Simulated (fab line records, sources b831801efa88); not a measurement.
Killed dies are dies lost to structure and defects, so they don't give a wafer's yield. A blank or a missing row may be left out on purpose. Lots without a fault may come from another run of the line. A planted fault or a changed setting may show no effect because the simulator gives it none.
Chamber matching | flow sky130 | SKY_FIELD_ISO_CMP_27 on cmp-02: 4 sister chambers
The step polishes, stops on Si3N4, t overpolish 16 s, target thk 457.8 nm. 8 wafers are shown with their chamber, then 11 later ones without.

WAFERS WITH THEIR CHAMBER
wafer  | chamber | motor_current_A (A) | time_to_endpoint_s (s)
L080.2 | 1       | 12.8                | 108
L085.3 | 1       | 13.2                | 106
L085.5 | 3       | 11.9                | 116
L086.1 | 2       | 9.7                 | 105
L088.2 | 3       | 11.6                | 114
L088.3 | 0       | 13.1                | 113
L088.5 | 0       | 12.9                | 112
L089.1 | 2       | 10.4                | 110

WAFERS WITHOUT THEIR CHAMBER
wafer  | motor_current_A (A) | time_to_endpoint_s (s)
L089.2 | 12.2                | 118
L089.3 | 12.6                | 118
L090.3 | 12.0                | 115
L090.4 | 12.6                | 119
L090.6 | 13.0                | 111
L092.2 | 13.2                | 112
L092.4 | 11.0                | 110
L092.6 | 12.1                | 114
L095.2 | 11.9                | 116
L095.3 | 12.5                | 117
L095.4 | 13.1                | 113

WHICH CHAMBER EACH WENT THROUGH
wafer  | from the rows above     | in truth
L089.2 | can't be placed: 3 or 0 | 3
L089.3 | can't be placed: 0 or 3 | 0
L090.3 | 3                       | 3
L090.4 | can't be placed: 3 or 0 | 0
L090.6 | can't be placed: 0 or 1 | 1
L092.2 | can't be placed: 0 or 1 | 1
L092.4 | can't be placed: 2 or 3 | 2
L092.6 | can't be placed: 3 or 0 | 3
L095.2 | 3                       | 3
L095.3 | can't be placed: 3 or 0 | 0
L095.4 | 0                       | 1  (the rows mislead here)
Placed correctly: 2 of 11. Can't be placed from these rows: 8 (the true chamber is among the candidates in 8). Placed wrongly: 1.
How it was worked out, from the rows above alone: a wafer's distance from a chamber is the root of the sum, over the readings, of the square of ((its reading less the chamber's mean) divided by the reading's scatter). The wafer belongs to the nearest chamber; if the next one is less than 2 further off, it can't be placed. A chamber's mean is the mean of its shown wafers. The scatter: the root of (the sum of the squares of (reading less its chamber's mean) over the shown wafers, divided by (wafers less chambers)).
